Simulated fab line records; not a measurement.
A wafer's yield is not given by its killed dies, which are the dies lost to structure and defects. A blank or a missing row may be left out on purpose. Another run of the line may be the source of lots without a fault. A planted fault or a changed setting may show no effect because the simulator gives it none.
Which tool did it? || flow sky130 || Sampling: 11 lots, 33 wafers, 7 of 708 route steps

== WHAT THE GAUGES READ, wafer by wafer ==
SKY_LDD_HVN_OVL_MEAS_07.
{"lot": "L127", "measured": "day 22 04:02", "on": "overlay-01", "LDD_HVN_OVL (nm)": "1.8 2.3 -0.5"}
{"lot": "L128", "measured": "day 22 10:12", "on": "overlay-02", "LDD_HVN_OVL (nm)": "-0.5 0.0 0.6"}
{"lot": "L129", "measured": "day 22 19:31", "on": "overlay-01", "LDD_HVN_OVL (nm)": "0.0 1.7 1.1"}
{"lot": "L132", "measured": "day 23 19:43", "on": "overlay-02", "LDD_HVN_OVL (nm)": "-0.5 -0.3 -0.5"}
{"lot": "L135", "measured": "day 24 18:11", "on": "overlay-02", "LDD_HVN_OVL (nm)": "-1.0 0.4 0.2"}
{"lot": "L136", "measured": "day 25 18:52", "on": "overlay-01", "LDD_HVN_OVL (nm)": "0.9 1.5 0.5"}
{"lot": "L137", "measured": "day 25 19:28", "on": "overlay-02", "LDD_HVN_OVL (nm)": "3.6 1.8 1.9"}
{"lot": "L138", "measured": "day 25 22:12", "on": "overlay-02", "LDD_HVN_OVL (nm)": "0.4 -0.1 1.3"}
{"lot": "L144", "measured": "day 28 15:38", "on": "overlay-02", "LDD_HVN_OVL (nm)": "0.0 0.9 0.3"}
{"lot": "L145", "measured": "day 28 20:26", "on": "overlay-02", "LDD_HVN_OVL (nm)": "2.1 0.3 -0.1"}
{"lot": "L146", "measured": "day 28 21:41", "on": "overlay-02", "LDD_HVN_OVL (nm)": "-2.0 -1.0 -1.1"}

SKY_CONTACT_RS_MEAS_25: uses a four-point probe to measure.
{"lot": "L127", "measured": "day 33 08:41", "on": "filmMetro-01", "CONTACT_W_RS (ohm/sq)": "0.335 0.337 0.335"}
{"lot": "L128", "measured": "day 33 09:25", "on": "filmMetro-04", "CONTACT_W_RS (ohm/sq)": "0.336 0.336 0.341"}
{"lot": "L129", "measured": "day 33 17:20", "on": "filmMetro-04", "CONTACT_W_RS (ohm/sq)": "0.341 0.338 0.340"}
{"lot": "L132", "measured": "day 34 16:19", "on": "filmMetro-02", "CONTACT_W_RS (ohm/sq)": "0.340 0.341 0.337"}
{"lot": "L135", "measured": "day 35 11:14", "on": "filmMetro-02", "CONTACT_W_RS (ohm/sq)": "0.495 0.336 0.487"}
{"lot": "L136", "measured": "day 36 09:50", "on": "filmMetro-01", "CONTACT_W_RS (ohm/sq)": "0.340 0.337 0.343"}
{"lot": "L137", "measured": "day 36 11:40", "on": "filmMetro-01", "CONTACT_W_RS (ohm/sq)": "0.337 0.334 0.336"}
{"lot": "L138", "measured": "day 36 13:49", "on": "filmMetro-02", "CONTACT_W_RS (ohm/sq)": "0.484 0.333 0.490"}
{"lot": "L144", "measured": "day 39 01:40", "on": "filmMetro-02", "CONTACT_W_RS (ohm/sq)": "0.339 0.331 0.334"}
{"lot": "L145", "measured": "day 39 02:04", "on": "filmMetro-01", "CONTACT_W_RS (ohm/sq)": "0.333 0.330 0.332"}
{"lot": "L146", "measured": "day 39 04:39", "on": "filmMetro-02", "CONTACT_W_RS (ohm/sq)": "0.334 0.333 0.337"}

SKY_CONTACT_THK_MEAS_26: measures by xrf.
{"lot": "L127", "measured": "day 33 08:49", "on": "filmMetro-01", "CONTACT_W_THK (nm)": "349 343 344"}
{"lot": "L128", "measured": "day 33 09:31", "on": "filmMetro-04", "CONTACT_W_THK (nm)": "350 351 348"}
{"lot": "L129", "measured": "day 33 17:26", "on": "filmMetro-04", "CONTACT_W_THK (nm)": "347 349 347"}
{"lot": "L132", "measured": "day 34 16:25", "on": "filmMetro-02", "CONTACT_W_THK (nm)": "345 345 350"}
{"lot": "L135", "measured": "day 35 11:22", "on": "filmMetro-02", "CONTACT_W_THK (nm)": "239 352 242"}
{"lot": "L136", "measured": "day 36 09:56", "on": "filmMetro-01", "CONTACT_W_THK (nm)": "344 346 340"}
{"lot": "L137", "measured": "day 36 11:46", "on": "filmMetro-01", "CONTACT_W_THK (nm)": "343 349 347"}
{"lot": "L138", "measured": "day 36 13:55", "on": "filmMetro-02", "CONTACT_W_THK (nm)": "243 356 241"}
{"lot": "L144", "measured": "day 39 01:47", "on": "filmMetro-02", "CONTACT_W_THK (nm)": "349 360 355"}
{"lot": "L145", "measured": "day 39 02:11", "on": "filmMetro-01", "CONTACT_W_THK (nm)": "352 353 355"}
{"lot": "L146", "measured": "day 39 04:46", "on": "filmMetro-02", "CONTACT_W_THK (nm)": "355 355 352"}

SKY_VIA1_CD_MEAS_12: the cd target is 150 nm.
{"lot": "L127", "measured": "day 35 15:45", "on": "cdSem-01", "cdNm (nm)": "149.9 149.9 150.8"}
{"lot": "L128", "measured": "day 35 17:28", "on": "cdSem-02", "cdNm (nm)": "146.6 146.2 147.0"}
{"lot": "L129", "measured": "day 35 23:53", "on": "cdSem-01", "cdNm (nm)": "147.0 148.4 148.0"}
{"lot": "L132", "measured": "day 36 22:54", "on": "cdSem-02", "cdNm (nm)": "148.0 150.0 147.5"}
{"lot": "L135", "measured": "day 37 17:14", "on": "cdSem-02", "cdNm (nm)": "152.4 153.6 154.1"}
{"lot": "L136", "measured": "day 38 14:38", "on": "cdSem-02", "cdNm (nm)": "148.1 148.4 147.1"}
{"lot": "L137", "measured": "day 38 16:16", "on": "cdSem-02", "cdNm (nm)": "151.6 152.2 151.2"}
{"lot": "L138", "measured": "day 38 20:50", "on": "cdSem-01", "cdNm (nm)": "151.9 151.7 150.2"}
{"lot": "L144", "measured": "day 41 04:45", "on": "cdSem-01", "cdNm (nm)": "151.6 151.3 149.9"}
{"lot": "L145", "measured": "day 41 05:44", "on": "cdSem-01", "cdNm (nm)": "149.7 149.8 150.0"}
{"lot": "L146", "measured": "day 41 07:22", "on": "cdSem-01", "cdNm (nm)": "149.0 149.4 148.3"}

== EACH LOT AND THE TOOL THAT RAN IT (in order: tool; ch and the chambers of the sampled wafers; start) ==
{"lot": "L127", "SKY_CONTACT_CVD_24": "cvdW-01 ch 0,1, day 33 08:35", "SKY_CONTACT_CMP_27": "cmp-01 ch 0,1,2, day 33 08:55", "SKY_METAL1_SPUTTER_04": "pvdSputter-04, day 33 09:16"}
{"lot": "L128", "SKY_CONTACT_CVD_24": "cvdW-01 ch 0,1, day 33 09:16", "SKY_CONTACT_CMP_27": "cmp-01 ch 0,3, day 33 09:32", "SKY_METAL1_SPUTTER_04": "pvdSputter-03, day 33 09:56"}
{"lot": "L129", "SKY_CONTACT_CVD_24": "cvdW-02 ch 0,1, day 33 17:11", "SKY_CONTACT_CMP_27": "cmp-01 ch 0,1,3, day 33 17:47", "SKY_METAL1_SPUTTER_04": "pvdSputter-03, day 33 18:05"}
{"lot": "L132", "SKY_CONTACT_CVD_24": "cvdW-02 ch 0,1, day 34 16:12", "SKY_CONTACT_CMP_27": "cmp-02 ch 0,1, day 34 16:28", "SKY_METAL1_SPUTTER_04": "pvdSputter-04, day 34 16:51"}
{"lot": "L135", "SKY_CONTACT_CVD_24": "cvdW-01 ch 0,1, day 35 11:08", "SKY_CONTACT_CMP_27": "cmp-02 ch 0,2, day 35 11:25", "SKY_METAL1_SPUTTER_04": "pvdSputter-02, day 35 11:49"}
{"lot": "L136", "SKY_CONTACT_CVD_24": "cvdW-02 ch 0,1, day 36 09:43", "SKY_CONTACT_CMP_27": "cmp-01 ch 1,2, day 36 09:58", "SKY_METAL1_SPUTTER_04": "pvdSputter-02, day 36 10:22"}
{"lot": "L137", "SKY_CONTACT_CVD_24": "cvdW-02 ch 0,1, day 36 11:32", "SKY_CONTACT_CMP_27": "cmp-02 ch 0,1,2, day 36 11:49", "SKY_METAL1_SPUTTER_04": "pvdSputter-02, day 36 12:13"}
{"lot": "L138", "SKY_CONTACT_CVD_24": "cvdW-01 ch 0,1, day 36 13:42", "SKY_CONTACT_CMP_27": "cmp-02 ch 0,3, day 36 13:59", "SKY_METAL1_SPUTTER_04": "pvdSputter-04, day 36 16:24"}
{"lot": "L144", "SKY_CONTACT_CVD_24": "cvdW-01 ch 0,1, day 39 01:34", "SKY_CONTACT_CMP_27": "cmp-02 ch 0,1,2, day 39 01:57", "SKY_METAL1_SPUTTER_04": "pvdSputter-04, day 39 02:14"}
{"lot": "L145", "SKY_CONTACT_CVD_24": "cvdW-01 ch 1, day 39 01:56", "SKY_CONTACT_CMP_27": "cmp-02 ch 0,1, day 39 02:14", "SKY_METAL1_SPUTTER_04": "pvdSputter-02, day 39 02:37"}
{"lot": "L146", "SKY_CONTACT_CVD_24": "cvdW-01 ch 0,1, day 39 04:31", "SKY_CONTACT_CMP_27": "cmp-01 ch 0,1,3, day 39 04:52", "SKY_METAL1_SPUTTER_04": "pvdSputter-04, day 39 05:12"}
- SKY_CONTACT_CVD_24: deposits W, target thk 340 nm, time 102.12 s.
- SKY_CONTACT_CMP_27: polishes, stops on SiO2, t overpolish 15 s, target thk 0 nm.
- SKY_METAL1_SPUTTER_04: material TiN, target thk 70 nm, time 58.3 s.

== WHAT THE TOOLS THEMSELVES READ (means of the sampled wafers that have a number; where no wafer has one, the mark that the record gives instead) ==
SKY_CONTACT_CVD_24.
{"lot": "L127", "tool": "cvdW-01", "chamberPressureTorr (Torr)": 39.94, "heaterPowerW (W)": 846, "susceptorTempC (C)": 399.86}
{"lot": "L128", "tool": "cvdW-01", "chamberPressureTorr (Torr)": 39.96, "heaterPowerW (W)": 848, "susceptorTempC (C)": 399.94}
{"lot": "L129", "tool": "cvdW-02", "chamberPressureTorr (Torr)": 39.94, "heaterPowerW (W)": 788, "susceptorTempC (C)": 400.49}
{"lot": "L132", "tool": "cvdW-02", "chamberPressureTorr (Torr)": 40.12, "heaterPowerW (W)": 826, "susceptorTempC (C)": 399.90}
{"lot": "L135", "tool": "cvdW-01", "chamberPressureTorr (Torr)": 40.09, "heaterPowerW (W)": 844, "susceptorTempC (C)": 399.92}
{"lot": "L136", "tool": "cvdW-02", "chamberPressureTorr (Torr)": 39.94, "heaterPowerW (W)": 792, "susceptorTempC (C)": 399.98}
{"lot": "L137", "tool": "cvdW-02", "chamberPressureTorr (Torr)": 39.94, "heaterPowerW (W)": 833, "susceptorTempC (C)": 400.10}
{"lot": "L138", "tool": "cvdW-01", "chamberPressureTorr (Torr)": 39.98, "heaterPowerW (W)": 856, "susceptorTempC (C)": 400.27}
{"lot": "L144", "tool": "cvdW-01", "chamberPressureTorr (Torr)": 39.94, "heaterPowerW (W)": 864, "susceptorTempC (C)": 399.82}
{"lot": "L145", "tool": "cvdW-01", "chamberPressureTorr (Torr)": 39.92, "heaterPowerW (W)": 877, "susceptorTempC (C)": 400.12}
{"lot": "L146", "tool": "cvdW-01", "chamberPressureTorr (Torr)": 40.00, "heaterPowerW (W)": 859, "susceptorTempC (C)": 399.97}

SKY_CONTACT_CMP_27.
{"lot": "L127", "tool": "cmp-01", "edgeZonePressureFrac": 0.997, "headPressurePsi (psi)": 3.502, "motorCurrentA (A)": 11.5, "timeToEndpointS (s)": 77}
{"lot": "L128", "tool": "cmp-01", "edgeZonePressureFrac": 0.996, "headPressurePsi (psi)": 3.499, "motorCurrentA (A)": 10.2, "timeToEndpointS (s)": 80}
{"lot": "L129", "tool": "cmp-01", "edgeZonePressureFrac": 0.998, "headPressurePsi (psi)": 3.507, "motorCurrentA (A)": 11.0, "timeToEndpointS (s)": 78}
{"lot": "L132", "tool": "cmp-02", "edgeZonePressureFrac": 1.002, "headPressurePsi (psi)": 3.504, "motorCurrentA (A)": 10.4, "timeToEndpointS (s)": 81}
{"lot": "L135", "tool": "cmp-02", "edgeZonePressureFrac": 0.995, "headPressurePsi (psi)": 3.498, "motorCurrentA (A)": 10.6, "timeToEndpointS (s)": 67}
{"lot": "L136", "tool": "cmp-01", "edgeZonePressureFrac": 0.997, "headPressurePsi (psi)": 3.498, "motorCurrentA (A)": 11.4, "timeToEndpointS (s)": 79}
{"lot": "L137", "tool": "cmp-02", "edgeZonePressureFrac": 0.999, "headPressurePsi (psi)": 3.508, "motorCurrentA (A)": 10.8, "timeToEndpointS (s)": 86}
{"lot": "L138", "tool": "cmp-02", "edgeZonePressureFrac": 1.002, "headPressurePsi (psi)": 3.505, "motorCurrentA (A)": 10.5, "timeToEndpointS (s)": 67}
{"lot": "L144", "tool": "cmp-02", "edgeZonePressureFrac": 1.001, "headPressurePsi (psi)": 3.506, "motorCurrentA (A)": 11.0, "timeToEndpointS (s)": 82}
{"lot": "L145", "tool": "cmp-02", "edgeZonePressureFrac": 1.000, "headPressurePsi (psi)": 3.507, "motorCurrentA (A)": 10.6, "timeToEndpointS (s)": 82}
{"lot": "L146", "tool": "cmp-01", "edgeZonePressureFrac": 1.003, "headPressurePsi (psi)": 3.500, "motorCurrentA (A)": 10.9, "timeToEndpointS (s)": 87}

SKY_METAL1_SPUTTER_04.
{"lot": "L127", "tool": "pvdSputter-04", "cathodeDcPowerW (W)": 6500.1, "throttleValvePct (%)": 31.6}
{"lot": "L128", "tool": "pvdSputter-03", "cathodeDcPowerW (W)": 6499.2, "throttleValvePct (%)": 29.2}
{"lot": "L129", "tool": "pvdSputter-03", "cathodeDcPowerW (W)": 6500.7, "throttleValvePct (%)": 29.9}
{"lot": "L132", "tool": "pvdSputter-04", "cathodeDcPowerW (W)": 6499.3, "throttleValvePct (%)": 29.9}
{"lot": "L135", "tool": "pvdSputter-02", "cathodeDcPowerW (W)": 6501.3, "throttleValvePct (%)": 30.5}
{"lot": "L136", "tool": "pvdSputter-02", "cathodeDcPowerW (W)": 6499.5, "throttleValvePct (%)": 29.4}
{"lot": "L137", "tool": "pvdSputter-02", "cathodeDcPowerW (W)": 6500.1, "throttleValvePct (%)": 30.8}
{"lot": "L138", "tool": "pvdSputter-04", "cathodeDcPowerW (W)": 6499.4, "throttleValvePct (%)": 31.0}
{"lot": "L144", "tool": "pvdSputter-04", "cathodeDcPowerW (W)": 6499.0, "throttleValvePct (%)": 31.7}
{"lot": "L145", "tool": "pvdSputter-02", "cathodeDcPowerW (W)": 6498.9, "throttleValvePct (%)": 29.7}
{"lot": "L146", "tool": "pvdSputter-04", "cathodeDcPowerW (W)": 6499.4, "throttleValvePct (%)": 29.8}

== THE ANSWER, worked out from the rows above alone ==
Rule: the usual values come from the lots themselves. The widest of any qualifying gaps counts: lots, ordered by their means at a reading, are off when they make up no more than a third of the lots, leave a main group of 4 or more, and stand apart from it by 3 or more times the standard deviation of that group's means. The tables above print the reading to a certain number of digits; a main group whose means all agree to those digits is not used. A lot without any number at a reading at which 4 lots or more have one is off too. Any other lot the step has rows for is counted as sound. First the gauges in route order, then the tools' own readings, where a lot's mean is used as printed above. The first step at which some lot is off is used, and at that step the reading that is off furthest; a lot without a number counts as furthest.
Off: at SKY_CONTACT_RS_MEAS_25 (CONTACT_W_RS), L135, L138. The main group has a mean of 0.337 ohm/sq with a standard deviation of 0.0026.
A tool fits if, at a process step before that reading, it ran every lot that is off, and no sound lot after the first of them. The gauges at SKY_CONTACT_RS_MEAS_25 aren't tried: what is off there is off at SKY_CONTACT_CMP_27 too, on other tools, and a gauge's error can't cause that. None of those tried fits.

== WHAT HAD BEEN PUT IN BY THE SIMULATOR ==
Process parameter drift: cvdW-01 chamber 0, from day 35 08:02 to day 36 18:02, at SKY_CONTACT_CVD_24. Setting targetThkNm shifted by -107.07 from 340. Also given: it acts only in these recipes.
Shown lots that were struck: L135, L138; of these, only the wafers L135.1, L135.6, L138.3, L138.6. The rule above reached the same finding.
